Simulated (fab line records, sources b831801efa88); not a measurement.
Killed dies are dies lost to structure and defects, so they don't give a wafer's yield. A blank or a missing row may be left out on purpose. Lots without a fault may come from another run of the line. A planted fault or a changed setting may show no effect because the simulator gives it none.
fab line records | flow sky130
record lots=6 wafers=18 last_day=50
route steps=708 shown VIA1@473 METAL2@483 PAD_OPEN@708
lots that met no fault: from a run of the same line without faults
start_h: hours from the record's first day to the start of the lot's first wafer shown | wait_h: hours since the lot's step before | " the same as in the row above | L1.1+2: a row that stands for several wafers | - no value, or no start given | * or withheld: withheld | < > ~ a bound
route shown NAME@n: a module of which the file shows steps, and the number in the route of the first | usual: mean/standard deviation of fault-free wafers | same: alike in all rows | chamber/n: place in a boat | sites: the reading at each site | _std_site: their standard deviation | _edge_site: outer sites' mean less inner sites' | radius_mm: how far each site lies from the wafer's centre | mask NAME#n: copy n | behind: the tool/chamber that last shaped the wafer | hold: why the lot was held/for how many hours/how that ended | device: the transistor (n, p or np) that didn't switch | end of line: the same wafers' tests at the end of the route | a step without rows: its recipe alone | killed: dies lost to structure and defects at the first sort, not the wafer's yield | map: a wafer's dies, x killed, . not, _ none there
set.NAME: the setting as run; set.NAME@STEP: as run at that earlier step | model.NAME: the simulator's own value behind a step, which no gauge read
lots at some steps of the route; a table a step, a row a wafer
services: from which hour (start_h, from the record's first day; less than 0 if before it) a tool's chamber was out of use, for how many hours, and why
## steps
# step SKY_VIA1_ETCH_15
# recipe target=SiO2 chemistry=C4F8/O2/Ar target_depth_nm=351 stop_on=TiN mask_material=KrF-thick source_w=1500 bias_w=1156 pressure_mtorr=40 c4f8_flow_sccm=withheld O2_flow_sccm=6 Ar_flow_sccm=300 time_s=54
# usual oes_product_au=0.981/0.0052
# columns lot.wafer tool chamber start_h wait_h oes_product_au rf_hours_counter_h
L149.2 rie_diel-03 1 810.48 0.0 0.981 9
L149.4 " 0 " " 0.980 2
L149.6 " 2 " " 0.987 -
L156.1 rie_diel-02 2 853.17 0.0 0.977 17
L156.5 " 0 " " 0.976 -
L156.6 " 2 " " 0.981 -
L154.1 rie_diel-02 0 854.12 0.0 0.988 16
L154.2 " 1 " " 0.985 7
L154.4 " 1 " " 0.979 -
L155.2 rie_diel-02 2 855.93 0.0 0.990 17
L155.5 " 1 " " 0.978 -
L155.6 " 2 " " 0.977 -
L164.2 rie_diel-03 2 927.13 0.0 0.979 12
L164.4 " 3 " " 0.980 9
L164.5 " 1 " " 0.976 -
L170.2 rie_diel-03 3 956.12 0.0 0.982 10
L170.3 " 1 " " 0.975 13
L170.4 " 0 " " 0.982 5
# step SKY_VIA1_STRIP_16
# recipe chemistry=O2/N2 power_w=1400 pressure_mtorr=1500 platen_temp_c=withheld o2_flow_sccm=3000 n2_flow_sccm=300 overash_fraction=0.5
# step SKY_VIA1_STRIP_17
# recipe chemistry=post_etch_residue_remover time_s=1200 temp_c=72.5
# step SKY_VIA1_CLEAN_18
# recipe chemistry=IPA time_s=180 temp_c=25
# step SKY_VIA1_CLEAN_19
# recipe chemistry=O3/DIW dry=n2_spin
# step SKY_VIA1_SPUTTER_20
# recipe material=TiN target_thk_nm=20 chamber_pressure_pa=5 power_w=4000 time_s=80
# usual cathode_dc_power_W=4000.1/0.75 chamber_pressure_pa=5.000/0.012 throttle_valve_pct=29.9/1.2
# columns lot.wafer tool chamber start_h wait_h cathode_dc_power_W chamber_pressure_pa throttle_valve_pct
L149.2 pvd_sputter-04 - 811.12 0.0 3999.0 5.004 30.8
L149.4 " - " " 4000.5 5.002 29.2
L149.6 " - " " 3999.5 5.003 30.9
L156.1 pvd_sputter-04 - 853.81 0.0 3999.4 5.002 30.2
L156.5 " - " " 3999.5 5.013 31.0
L156.6 " - " " 3999.3 4.988 29.7
L154.1 pvd_sputter-02 - 854.76 0.0 4001.4 4.997 32.0
L154.2 " - " " 4000.3 5.001 29.1
L154.4 " - " " 4001.9 4.997 29.5
L155.2 pvd_sputter-02 - 856.72 0.0 4000.3 5.006 29.2
L155.5 " - " " 3999.5 5.008 29.5
L155.6 " - " " 4001.3 5.000 28.1
L164.2 pvd_sputter-01 - 927.76 0.0 4000.0 5.014 30.1
L164.4 " - " " 4000.3 5.005 28.0
L164.5 " - " " 4000.1 5.017 30.2
L170.2 pvd_sputter-02 - 956.80 0.0 4001.0 4.982 29.4
L170.3 " - " " 3999.7 5.003 31.8
L170.4 " - " " 4000.4 4.998 28.2
# step SKY_VIA1_CVD_21
# recipe material=W target_thk_nm=270 time_s=80.902 temp_c=400 pressure_torr=40
# step SKY_VIA1_RS_MEAS_22
# recipe thk_meas_gauge=four-point-probe reads=W_of_VIA1_CVD_21+TiN_of_VIA1_SPUTTER_20
# usual VIA1_W_RS=0.424/0.0073
# columns lot.wafer tool chamber start_h wait_h VIA1_W_RS[ohm/sq]
L149.2 film_metro-02 - 811.29 0.1 0.426
L149.4 " - " " 0.435
L149.6 " - " " 0.439
L156.1 film_metro-04 - 853.97 0.1 0.422
L156.5 " - " " 0.420
L156.6 " - " " 0.426
L154.1 film_metro-02 - 854.92 0.1 0.416
L154.2 " - " " 0.427
L154.4 " - " " 0.413
L155.2 film_metro-04 - 856.89 0.1 0.418
L155.5 " - " " 0.432
L155.6 " - " " 0.422
L164.2 film_metro-02 - 927.94 0.1 0.425
L164.4 " - " " 0.423
L164.5 " - " " 0.428
L170.2 film_metro-04 - 956.97 0.1 0.419
L170.3 " - " " 0.423
L170.4 " - " " 0.409
# step SKY_VIA1_THK_MEAS_23
# recipe thk_meas_gauge=xrf reads=W_of_VIA1_CVD_21
# usual VIA1_W_THK=272/5.4
# columns lot.wafer tool chamber start_h wait_h VIA1_W_THK[nm]
L149.2 film_metro-02 - 811.40 0.1 270
L149.4 " - " " 265
L149.6 " - " " 262
L156.1 film_metro-04 - 854.09 0.1 274
L156.5 " - " " 275
L156.6 " - " " 275
L154.1 film_metro-02 - 855.04 0.1 278
L154.2 " - " " 270
L154.4 " - " " 280
L155.2 film_metro-04 - 857.00 0.1 277
L155.5 " - " " 268
L155.6 " - " " 275
L164.2 film_metro-02 - 928.05 0.1 272
L164.4 " - " " 273
L164.5 " - " " 270
L170.2 film_metro-04 - 957.08 0.1 279
L170.3 " - " " 276
L170.4 " - " " 285
# step SKY_VIA1_CMP_24
# recipe stop_on=SiO2 t_overpolish_s=15 down_force_psi=3.5 platen_rpm=60 target_thk_nm=0 pad_velocity_m_s=0.94248
# step SKY_METAL2_SPUTTER_00
# recipe material=Ti target_thk_nm=15 power_w=3000 time_s=10 chamber_pressure_pa=0.4
# usual cathode_dc_power_W=3000.0/0.62 chamber_pressure_pa=0.3999/0.00084 throttle_valve_pct=30.5/0.87
# columns lot.wafer tool chamber start_h wait_h cathode_dc_power_W chamber_pressure_pa throttle_valve_pct
L149.2 pvd_sputter-03 - 811.75 0.2 3000.7 0.4020 30.5
L149.4 " - " " 2999.5 0.4010 31.8
L149.6 " - " " 3000.7 0.3996 31.4
L156.1 pvd_sputter-03 - 854.45 0.1 2998.3 0.4006 31.2
L156.5 " - " " 2999.6 0.4005 30.2
L156.6 " - " " 3000.8 0.3994 31.8
L154.1 pvd_sputter-01 - 855.40 0.2 3000.2 0.3995 30.2
L154.2 " - " " 3000.8 0.3996 30.2
L154.4 " - " " 3000.0 0.4004 28.2
L155.2 pvd_sputter-03 - 857.35 0.2 3000.1 0.3998 31.6
L155.5 " - " " 2999.5 0.4007 30.1
L155.6 " - " " 3000.6 0.4000 31.4
L164.2 pvd_sputter-04 - 928.40 0.1 3000.5 0.3999 31.2
L164.4 " - " " 3000.2 0.3979 29.0
L164.5 " - " " 3000.3 0.3986 29.0
L170.2 pvd_sputter-01 - 957.70 0.2 3001.5 0.3995 27.9
L170.3 " - " " 3000.0 0.3993 30.5
L170.4 " - " " 2999.6 0.4000 30.2
# step SKY_METAL2_SPUTTER_01
# recipe material=TiN target_thk_nm=20 power_w=6500 time_s=16.7 chamber_pressure_pa=0.4
# step SKY_METAL2_SPUTTER_02
# recipe material=AlCu target_thk_nm=250 power_w=10600 time_s=13.3 chamber_pressure_pa=0.4
# usual cathode_dc_power_W=10600/1.8 chamber_pressure_pa=0.4001/0.00082 throttle_valve_pct=30.6/0.9
# columns lot.wafer tool chamber start_h wait_h cathode_dc_power_W chamber_pressure_pa throttle_valve_pct model.AlCu_of_METAL2_SPUTTER_02.thk_nm
L149.2 pvd_sputter-03 - 811.80 0.0 10599 0.3998 30.3 248
L149.4 " - " " 10598 0.4000 31.9 249.7
L149.6 " - " " 10602 0.4009 32.0 249.3
L156.1 pvd_sputter-03 - 854.49 0.0 10329 0.3997 31.2 245.1
L156.5 " - " " 10328 0.4011 30.4 246
L156.6 " - " " 10327 0.4003 31.8 244.1
L154.1 pvd_sputter-01 - 855.44 0.0 10600 0.4001 29.8 246.9
L154.2 " - " " 10601 0.4004 30.2 246.3
L154.4 " - " " 10602 0.3998 27.9 245.6
L155.2 pvd_sputter-03 - 857.40 0.0 10328 0.4015 31.9 246.1
L155.5 " - " " 10326 0.3992 30.3 245.5
L155.6 " - " " 10327 0.3996 31.0 246.6
L164.2 pvd_sputter-04 - 928.45 0.0 10599 0.3993 31.0 252.4
L164.4 " - " " 10600 0.3995 28.9 249.4
L164.5 " - " " 10600 0.3996 29.0 249.6
L170.2 pvd_sputter-01 - 957.75 0.0 10600 0.4006 27.8 247.9
L170.3 " - " " 10599 0.3988 30.6 249.3
L170.4 " - " " 10600 0.4005 30.4 248.9
# step SKY_METAL2_SPUTTER_03
# recipe material=Ti target_thk_nm=5 power_w=3000 time_s=3.3 chamber_pressure_pa=0.4
# usual cathode_dc_power_W=3000.0/0.61 chamber_pressure_pa=0.4000/0.00084 throttle_valve_pct=30.5/0.87
# columns lot.wafer tool chamber start_h wait_h cathode_dc_power_W chamber_pressure_pa throttle_valve_pct
L149.2 pvd_sputter-03 - 811.82 0.0 3000.5 0.4002 30.2
L149.4 " - " " 3000.1 0.4015 32.2
L149.6 " - " " 2999.5 0.4007 31.5
L156.1 pvd_sputter-03 - 854.52 0.0 3000.1 0.4003 31.0
L156.5 " - " " 3000.2 0.4012 30.4
L156.6 " - " " 2998.8 0.4001 31.7
L154.1 pvd_sputter-01 - 855.47 0.0 2999.9 0.4002 29.8
L154.2 " - " " 3000.4 0.3995 29.9
L154.4 " - " " 3000.7 0.3993 28.0
L155.2 pvd_sputter-03 - 857.42 0.0 3000.9 0.3997 31.6
L155.5 " - " " 2999.2 0.3998 30.7
L155.6 " - " " 2999.5 0.4014 31.2
L164.2 pvd_sputter-04 - 928.47 0.0 3000.3 0.4006 31.1
L164.4 " - " " 3000.0 0.4005 29.0
L164.5 " - " " 2999.6 0.4002 29.0
L170.2 pvd_sputter-01 - 957.77 0.0 3000.6 0.3997 28.2
L170.3 " - " " 2999.3 0.3975 30.4
L170.4 " - " " 3000.0 0.4002 30.5
# step SKY_METAL2_SPUTTER_04
# recipe material=TiN target_thk_nm=70 power_w=6500 time_s=58.3 chamber_pressure_pa=0.4
# usual cathode_dc_power_W=6500.1/1.2 chamber_pressure_pa=0.4001/0.00088 throttle_valve_pct=30.5/0.87
# columns lot.wafer tool chamber start_h wait_h cathode_dc_power_W chamber_pressure_pa throttle_valve_pct
L149.2 pvd_sputter-03 - 811.84 0.0 6499.1 0.4005 30.3
L149.4 " - " " 6499.7 0.3991 31.9
L149.6 " - " " 6500.0 0.3980 32.0
L156.1 pvd_sputter-03 - 854.54 0.0 6500.9 0.3992 30.9
L156.5 " - " " 6500.8 0.4003 30.3
L156.6 " - " " 6497.6 0.4010 32.0
L154.1 pvd_sputter-01 - 855.49 0.0 6498.9 0.3998 29.9
L154.2 " - " " 6501.8 0.3991 30.2
L154.4 " - " " 6501.4 0.3994 27.9
L155.2 pvd_sputter-03 - 857.44 0.0 6497.5 0.3998 31.6
L155.5 " - " " 6499.3 0.3988 30.5
L155.6 " - " " 6502.9 0.3987 31.2
L164.2 pvd_sputter-04 - 928.49 0.0 6500.1 0.3993 30.9
L164.4 " - " " 6499.6 0.3997 28.9
L164.5 " - " " 6498.5 0.4009 29.0
L170.2 pvd_sputter-01 - 957.79 0.0 6498.9 0.4010 28.0
L170.3 " - " " 6499.7 0.3983 30.6
L170.4 " - " " 6501.0 0.3992 30.3
# step SKY_METAL2_RS_MEAS_05
# recipe thk_meas_gauge=four-point-probe reads=TiN_of_METAL2_SPUTTER_04+Ti_of_METAL2_SPUTTER_03+AlCu_of_METAL2_SPUTTER_02+TiN_of_METAL2_SPUTTER_01+Ti_of_METAL2_SPUTTER_00
# usual METAL2_ALCU_RS=0.1269/0.0011
# columns lot.wafer tool chamber start_h wait_h METAL2_ALCU_RS[ohm/sq]
L149.2 film_metro-03 - 811.91 0.0 0.1283
L149.4 " - " " 0.1271
L149.6 " - " " 0.1272
L156.1 film_metro-04 - 854.63 0.1 0.1292
L156.5 " - " " 0.1286
L156.6 " - " " 0.1302
L154.1 film_metro-01 - 855.58 0.1 0.1285
L154.2 " - " " 0.1288
L154.4 " - " " 0.1291
L155.2 film_metro-04 - 857.51 0.0 0.1289
L155.5 " - " " 0.1291
L155.6 " - " " 0.1285
L164.2 film_metro-04 - 928.56 0.0 0.1253
L164.4 " - " " 0.1269
L164.5 " - " " 0.1268
L170.2 film_metro-04 - 957.86 0.0 0.1278
L170.3 " - " " 0.1273
L170.4 " - " " 0.1276
# step SKY_METAL2_THK_MEAS_06
# recipe thk_meas_gauge=xrf reads=AlCu_of_METAL2_SPUTTER_02
# usual METAL2_ALCU_THK=252.4/2.5
# columns lot.wafer tool chamber start_h wait_h METAL2_ALCU_THK[nm]
L149.2 film_metro-03 - 812.02 0.1 248.3
L149.4 " - " " 253.5
L149.6 " - " " 251.6
L156.1 film_metro-04 - 854.75 0.1 249.4
L156.5 " - " " 248.3
L156.6 " - " " 245.8
L154.1 film_metro-01 - 855.70 0.1 249.3
L154.2 " - " " 252.1
L154.4 " - " " 248.7
L155.2 film_metro-04 - 857.62 0.1 248.9
L155.5 " - " " 248.5
L155.6 " - " " 248.0
L164.2 film_metro-04 - 928.67 0.1 255.7
L164.4 " - " " 251.8
L164.5 " - " " 250.5
L170.2 film_metro-04 - 957.97 0.1 250.3
L170.3 " - " " 249.6
L170.4 " - " " 250.2
# step SKY_METAL2_DEHYDRATE_07
# recipe temp_c=200 time_s=60
# step SKY_METAL2_HMDS_08
# recipe prime_time_s=60 prime_temp_c=120
# step SKY_METAL2_COAT_09
# recipe resist=BARC temp_c=withheld time_s=withheld spin_rpm=3000 resist_thk_nm=60
# step SKY_METAL2_COAT_10
# recipe resist=KrF-thick spin_rpm=3000 resist_thk_nm=450
# step SKY_METAL2_SOFTBAKE_11
# recipe temp_c=100 time_s=90 resist=KrF-thick
# step SKY_METAL2_EXPOSE_12
# recipe mask_id=MM2 na=0.8 source_shape=annular sigma_inner=0.55 sigma_outer=0.85 target_cd_nm=140 dose_mj=28
# step SKY_METAL2_PEB_13
# recipe peb_temp_c=withheld peb_time_s=withheld resist=KrF-thick
# step SKY_METAL2_DEVELOP_14
# recipe develop_time_s=58.7 resist=KrF-thick dev_temp_c=21
# step SKY_METAL2_CD_MEAS_15
# recipe target_cd_nm=140
# usual cd_nm=140.0/1.5
# columns lot.wafer tool chamber start_h wait_h cd_nm
L149.2 cd_sem-02 - 838.45 - 141.0
L149.4 " - " " 140.7
L149.6 " - " " 141.7
L156.1 cd_sem-02 - 880.37 - 139.1
L156.5 " - " " 141.3
L156.6 " - " " 138.2
L154.1 cd_sem-02 - 881.52 - 140.7
L154.2 " - " " 141.3
L154.4 " - " " 141.0
L155.2 cd_sem-02 - 884.64 - 141.4
L155.5 " - " " 139.9
L155.6 " - " " 139.1
L164.2 cd_sem-01 - 952.55 - 139.3
L164.4 " - " " 138.8
L164.5 " - " " 139.8
L170.2 cd_sem-02 - 982.19 - 140.8
L170.3 " - " " 139.8
L170.4 " - " " 141.3
# step SKY_METAL2_OVL_MEAS_16
# usual METAL2_OVL=0/5.8
# columns lot.wafer tool chamber start_h wait_h METAL2_OVL[nm]
L149.2 overlay-01 - 838.55 0.1 0
L149.4 " - " " -2
L149.6 " - " " -2
L156.1 overlay-02 - 880.49 0.1 2
L156.5 " - " " 1
L156.6 " - " " 1
L154.1 overlay-01 - 881.64 0.1 -4
L154.2 " - " " -2
L154.4 " - " " 5
L155.2 overlay-02 - 884.75 0.1 4
L155.5 " - " " 2
L155.6 " - " " 2
L164.2 overlay-01 - 952.65 0.1 8
L164.4 " - " " 16
L164.5 " - " " 21
L170.2 overlay-01 - 982.29 0.1 11
L170.3 " - " " -3
L170.4 " - " " 7
# step SKY_METAL2_DESCUM_17
# recipe chemistry=O2 source_power_w=150 bias_power_w=0 pressure_mtorr=10 temp_c=40 time_s=8
# step SKY_METAL2_ETCH_18
# recipe chemistry=N2/H2 target=BARC ion_energy_ev=200 bias_w=100 pressure_mtorr=30 n2_flow_sccm=100 h2_flow_sccm=200 icp_w=500 stop_on=SiO2 time_s=45.9 target_depth_a=600
# step SKY_METAL2_METAL_ETCH_19
# recipe target_depth_a=3600 stop_on=SiO2 over_etch_frac=0.3 time_s=78 chemistry=Cl2/BCl3 resist_sidewall_deg=88 pressure_mtorr=10 icp_w=900 bias_w=48.5 Cl2_flow_sccm=60 bcl3_flow_sccm=30
# usual bcl3_flow_sccm=30.00/0.092 drypump_motor_current_A=5.2/0.39 he_backside_leak_sccm=3.25/0.15 oes_product_au=0.855/0.0054 throttle_valve_pct=22.265/0.0097
# columns lot.wafer tool chamber start_h wait_h bcl3_flow_sccm drypump_motor_current_A he_backside_leak_sccm oes_product_au rf_hours_counter_h throttle_valve_pct model.METAL2.feature_depth_nm model.etch.depth_nm
L149.2 rie_metal-04 1 838.68 0.0 30.12 5.5 3.23 0.858 14 22.263 359 359
L149.4 " 1 " " 29.91 5.5 3.28 0.847 - 22.259 360 360
L149.6 " 0 " " 30.07 5.7 3.30 0.853 - 22.253 359.6 359.6
L156.1 rie_metal-04 0 880.62 0.0 30.12 5.7 2.95 0.844 2 22.276 353.5 353.5
L156.5 " 1 " " 29.98 5.5 3.30 0.849 - 22.250 355.1 355.1
L156.6 " 0 " " 30.03 5.7 3.15 0.846 - 22.264 354.1 354.1
L154.1 rie_metal-01 1 881.77 0.0 30.12 5.0 3.17 0.847 17 22.256 357 357
L154.2 " 0 " " 30.04 4.9 3.05 0.846 7 22.272 355.3 355.3
L154.4 " 1 " " 29.98 5.0 3.13 0.850 - 22.272 354.8 354.8
L155.2 rie_metal-01 0 884.87 0.0 29.97 4.8 3.10 0.847 8 22.284 356.6 356.6
L155.5 " 0 " " 30.00 4.9 2.99 0.848 - 22.269 355.9 355.9
L155.6 " 1 " " 29.81 5.1 3.30 0.847 - 22.268 356.4 356.4
L164.2 rie_metal-02 1 952.78 0.0 29.95 6.0 3.36 0.854 16 22.275 362.3 362.3
L164.4 " 1 " " 29.91 5.9 3.57 0.856 - 22.239 359.8 359.8
L164.5 " 0 " " 30.00 4.8 3.38 0.848 - 22.262 360 360
L170.2 rie_metal-02 1 982.42 0.0 29.93 5.9 3.32 0.852 18 22.261 358.3 358.3
L170.3 " 1 " " 30.05 5.9 3.46 0.856 - 22.261 359.5 359.5
L170.4 " 0 " " 29.99 4.8 3.18 0.856 - 22.252 359 359
# step SKY_METAL2_STRIP_20
# recipe chemistry=O2/N2 power_w=1400 pressure_mtorr=1500 platen_temp_c=withheld o2_flow_sccm=3000 n2_flow_sccm=300 overash_fraction=0.5
# step SKY_PAD_OPEN_PROBE_99
# usual defect_limited_yield=82.3/1.9 killed_at_M0_to_M3=44/7.3 killed_at_M4_up=3.4/1.7 killed_at_contacts=24/5.3 killed_at_front_end=15/4.1 killed_at_other=0.4/0.68 killed_dies=87/9.5 killed_on_rim=17/3.8 killed_open=48/7.1 killed_short=39/5.8 sort_bin_3_pad_short=0.8/0.39 sort_bin_5_function=10.4/1.4 sort_bin_6_memory=6.5/1.1 sort_n_pass=405/9.5 sort_yield_pct=82.3/1.9
# same gross_dies=492 killed_at_back_side=0 sort_bin_4_leakage[%]=0 sort_bin_8_speed[%]=0
# columns lot.wafer tool chamber start_h wait_h defect_limited_yield[%] killed_at_M0_to_M3 killed_at_M4_up killed_at_contacts killed_at_front_end killed_at_other killed_dies killed_on_rim killed_open killed_short sort_bin_3_pad_short[%] sort_bin_5_function[%] sort_bin_6_memory[%] sort_n_pass sort_yield_pct[%] model.etest.met2.rs_ohm_sq
L149.2 prober-01 - 1088.95 0.1 83.1 44 5 23 11 0 83 16 53 30 0.4 9.8 6.7 409 83.1 0.1281
L149.4 prober-01 - 1089.05 0.2 80.9 51 6 16 21 0 94 12 53 39 1.0 11.8 6.3 398 80.9 0.1283
L149.6 prober-01 - 1089.15 0.2 81.5 49 1 19 22 0 91 18 49 40 0.6 10.2 7.7 401 81.5 0.1288
L156.1 prober-02 - 1122.40 0.1 81.9 45 3 21 20 0 89 19 48 40 0.8 9.8 7.5 403 81.9 0.1304
L156.5 prober-02 - 1122.60 0.2 81.9 50 1 19 17 2 89 14 40 47 1.4 10.8 5.9 403 81.9 0.1303
L156.6 prober-02 - 1122.65 0.2 81.3 59 2 17 14 0 92 17 53 39 0.4 11.0 7.3 400 81.3 0.1311
L154.1 prober-01 - 1123.84 0.1 79.9 49 1 39 8 2 99 24 55 42 1.0 12.6 6.5 393 79.9 0.1304
L154.2 prober-01 - 1123.89 0.1 80.5 49 2 27 15 3 96 14 54 37 1.4 13.0 5.1 396 80.5 0.1302
L154.4 prober-01 - 1123.99 0.2 80.1 45 3 30 20 0 98 18 53 45 1.0 11.0 7.9 394 80.1 0.1297
L155.2 prober-02 - 1125.39 0.1 83.1 46 4 18 14 1 83 19 51 32 0.4 9.6 6.9 409 83.1 0.1301
L155.5 prober-02 - 1125.54 0.2 82.7 44 5 24 12 0 85 15 52 33 0.8 10.0 6.5 407 82.7 0.1316
L155.6 prober-02 - 1125.59 0.2 83.3 44 0 22 16 0 82 16 42 40 0.6 9.1 6.9 410 83.3 0.1292
L164.2 prober-02 - 1177.39 0.1 79.1 60 5 26 12 0 103 25 53 50 0.2 14.8 5.9 389 79.1 0.1281
L164.4 prober-02 - 1177.49 0.2 80.7 61 6 16 12 0 95 21 54 40 0.8 11.0 7.5 397 80.7 0.1292
L164.5 prober-02 - 1177.54 0.2 85.6 34 3 21 13 0 71 11 43 28 0.2 8.5 5.7 421 85.6 0.1288
L170.2 prober-02 - 1197.35 0.1 79.5 46 4 32 19 0 101 23 56 45 1.2 10.4 8.9 391 79.5 0.1305
L170.3 prober-02 - 1197.40 0.2 85.6 33 2 29 6 1 71 10 41 30 0.8 7.7 5.9 421 85.6 0.1285
L170.4 prober-02 - 1197.45 0.2 83.3 36 5 26 15 0 82 14 47 35 0.8 10.0 5.9 410 83.3 0.1289
# killed by level:class
L149.2 CONTACT:geometric_particle:open=12 VIA2:geometric_particle:open=11 VIA1:geometric_particle:open=10 VIA3:geometric_particle:open=7 LI_CONTACT:geometric_particle:open=4 METAL4:geometric_particle:short=4 FIELD_ISO:geometric_particle:open=3 SPACER:geometric_particle:short=3
L149.4 VIA1:geometric_particle:open=10 VIA2:geometric_particle:open=10 CONTACT:geometric_particle:open=8 FIELD_ISO:geometric_particle:open=7 METAL1:geometric_particle:short=7 METAL2:geometric_particle:short=6 FIELD_ISO:geometric_particle:short=4 METAL3:geometric_particle:short=4
L149.6 VIA1:geometric_particle:open=9 VIA3:geometric_particle:open=8 VIA2:geometric_particle:open=7 LOCAL_INTERCONNECT:geometric_particle:short=6 LI_CONTACT:geometric_particle:open=6 FIELD_ISO:geometric_particle:short=5 METAL2:geometric_particle:short=5 SPACER:geometric_particle:open=4
L156.1 CONTACT:geometric_particle:open=8 VIA3:geometric_particle:open=8 FIELD_ISO:geometric_particle:short=6 METAL1:geometric_particle:short=6 VIA1:geometric_particle:open=6 FIELD_ISO:geometric_particle:open=5 POLY_GATE:geometric_particle:open=5 LI_CONTACT:geometric_particle:open=5
L156.5 METAL2:geometric_particle:short=13 LOCAL_INTERCONNECT:geometric_particle:short=6 VIA1:geometric_particle:open=6 VIA2:geometric_particle:open=6 METAL1:geometric_particle:short=5 VIA3:geometric_particle:open=5 POLY_GATE:geometric_particle:open=4 POLY_GATE:geometric_particle:short=4
L156.6 VIA3:geometric_particle:open=13 VIA1:geometric_particle:open=12 VIA2:geometric_particle:open=7 METAL2:geometric_particle:short=7 CONTACT:geometric_particle:open=6 METAL3:geometric_particle:short=5 POLY_GATE:geometric_particle:open=4 LOCAL_INTERCONNECT:geometric_particle:short=4
L154.1 CONTACT:geometric_particle:open=14 VIA1:geometric_particle:open=13 LI_CONTACT:geometric_particle:open=8 CONTACT:geometric_particle:short=7 VIA2:geometric_particle:open=7 LOCAL_INTERCONNECT:geometric_particle:short=5 VIA1:geometric_particle:short=5 METAL3:geometric_particle:short=5
L154.2 CONTACT:geometric_particle:open=11 VIA1:geometric_particle:open=11 VIA3:geometric_particle:open=9 METAL1:geometric_particle:short=7 POLY_GATE:geometric_particle:open=5 LI_CONTACT:geometric_particle:open=5 CONTACT:geometric_particle:short=5 VIA1:geometric_particle:short=5
L154.4 VIA1:geometric_particle:open=11 LOCAL_INTERCONNECT:geometric_particle:short=9 VIA3:geometric_particle:open=9 FIELD_ISO:geometric_particle:open=7 CONTACT:geometric_particle:open=7 LI_CONTACT:geometric_particle:open=6 POLY_GATE:geometric_particle:short=5 LI_CONTACT:geometric_particle:short=5
L155.2 CONTACT:geometric_particle:open=10 VIA1:geometric_particle:open=8 METAL2:geometric_particle:short=8 VIA3:geometric_particle:open=8 FIELD_ISO:geometric_particle:open=6 VIA2:geometric_particle:open=5 VIA3:geometric_particle:short=5 LI_CONTACT:geometric_particle:open=4
L155.5 VIA1:geometric_particle:open=12 VIA2:geometric_particle:open=10 CONTACT:geometric_particle:open=9 VIA3:geometric_particle:open=8 LI_CONTACT:geometric_particle:open=6 CONTACT:geometric_particle:short=5 POLY_GATE:geometric_particle:short=4 METAL3:geometric_particle:short=4
L155.6 METAL1:geometric_particle:short=10 VIA1:geometric_particle:open=7 LI_CONTACT:geometric_particle:open=7 CONTACT:geometric_particle:open=7 VIA3:geometric_particle:open=6 POLY_GATE:geometric_particle:short=5 SPACER:geometric_particle:open=5 VIA2:geometric_particle:open=5
L164.2 VIA1:geometric_particle:open=14 VIA3:geometric_particle:open=9 CONTACT:geometric_particle:open=8 METAL1:geometric_particle:short=7 VIA1:geometric_particle:short=7 VIA2:geometric_particle:open=7 LOCAL_INTERCONNECT:geometric_particle:short=6 METAL2:geometric_particle:short=6
L164.4 VIA1:geometric_particle:open=14 VIA3:geometric_particle:open=8 METAL1:geometric_particle:short=7 VIA2:geometric_particle:open=7 CONTACT:geometric_particle:open=5 VIA1:geometric_particle:short=5 METAL3:geometric_particle:short=5 FIELD_ISO:geometric_particle:open=4
L164.5 LI_CONTACT:geometric_particle:open=9 VIA1:geometric_particle:open=7 METAL1:geometric_particle:short=6 CONTACT:geometric_particle:open=5 VIA2:geometric_particle:open=4 FIELD_ISO:geometric_particle:open=3 POLY_GATE:geometric_particle:short=3 POLY_CUT:geometric_particle:open=3
L170.2 VIA1:geometric_particle:open=11 CONTACT:geometric_particle:open=8 VIA2:geometric_particle:open=8 LOCAL_INTERCONNECT:geometric_particle:short=7 CONTACT:geometric_particle:short=7 VIA3:geometric_particle:open=7 LI_CONTACT:geometric_particle:open=6 FIELD_ISO:geometric_particle:open=5
L170.3 VIA1:geometric_particle:open=15 CONTACT:geometric_particle:open=8 LI_CONTACT:geometric_particle:open=7 LI_CONTACT:geometric_particle:short=5 LOCAL_INTERCONNECT:geometric_particle:short=5 VIA1:geometric_particle:short=5 METAL2:geometric_particle:short=3 VIA3:geometric_particle:open=3
L170.4 CONTACT:geometric_particle:open=11 VIA1:geometric_particle:open=10 CONTACT:geometric_particle:short=7 METAL1:geometric_particle:short=7 VIA3:geometric_particle:open=5 POLY_GATE:geometric_particle:open=4 VIA1:geometric_particle:short=4 METAL2:geometric_particle:short=4
## services
# columns tool chamber start_h hours kind
pvd_sputter-04 - 813.47 4.0 repair
pvd_sputter-03 - 820.28 5.5 repair
rie_metal-02 - 822.72 2.8 pm
rie_diel-02 3 847.18 13.4 repair
rie_diel-03 0 854.62 2.7 repair
rie_metal-02 1 858.04 4.1 repair
rie_metal-04 0 874.93 1.7 repair
rie_metal-04 0 893.58 5.1 repair
rie_diel-03 1 893.60 2.9 repair
rie_diel-02 2 899.55 14.0 repair
rie_diel-03 3 901.98 11.4 repair
rie_diel-02 3 902.73 4.0 repair
rie_metal-02 - 940.59 1.0 repair
rie_metal-04 - 944.82 0.9 repair
rie_metal-02 1 947.69 1.9 repair
rie_metal-02 - 949.61 2.4 repair
rie_metal-02 - 950.11 0.3 repair
rie_diel-03 - 955.67 0.3 repair
pvd_sputter-01 - 965.81 3.5 repair
rie_diel-03 0 969.00 10.6 repair
rie_diel-03 - 972.73 0.4 repair
pvd_sputter-03 1 980.67 - consumable_replace:kit
pvd_sputter-03 1 980.67 18.0 scheduled_down
pvd_sputter-02 - 982.20 5.8 repair
## key
first_sign step=SKY_METAL2_SPUTTER_02 reading=cathode_dc_power_W direction=down sigmas=99+ usual=10600 struck=10327
effect step=SKY_METAL2_RS_MEAS_05 reading=METAL2_ALCU_RS direction=up sigmas=2.1 usual=0.1269 struck=0.1291
effect step=SKY_METAL2_THK_MEAS_06 reading=METAL2_ALCU_THK direction=down sigmas=1.7 usual=252.4 struck=248.1
model_effect step=SKY_METAL2_SPUTTER_02 value=AlCu_of_METAL2_SPUTTER_02.thk_nm without=252 struck=245.6
model_effect step=SKY_METAL2_METAL_ETCH_19 value=METAL2.feature_depth_nm without=361.7 struck=355.3
model_effect step=SKY_PAD_OPEN_PROBE_99 value=etest.met2.rs_ohm_sq without=0.127 struck=0.1305
met_at SKY_METAL2_SPUTTER_02
struck_wafers L155.2,L155.5,L155.6,L156.1,L156.5,L156.6
onset_between 811.80 854.49
fault kind=process_parameter_drift tool=pvd_sputter-03 chamber=- onset_h=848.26 steps=SKY_METAL2_SPUTTER_02 channel=power_w offset=* shape=step end_h=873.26 acts_in=* stated=*
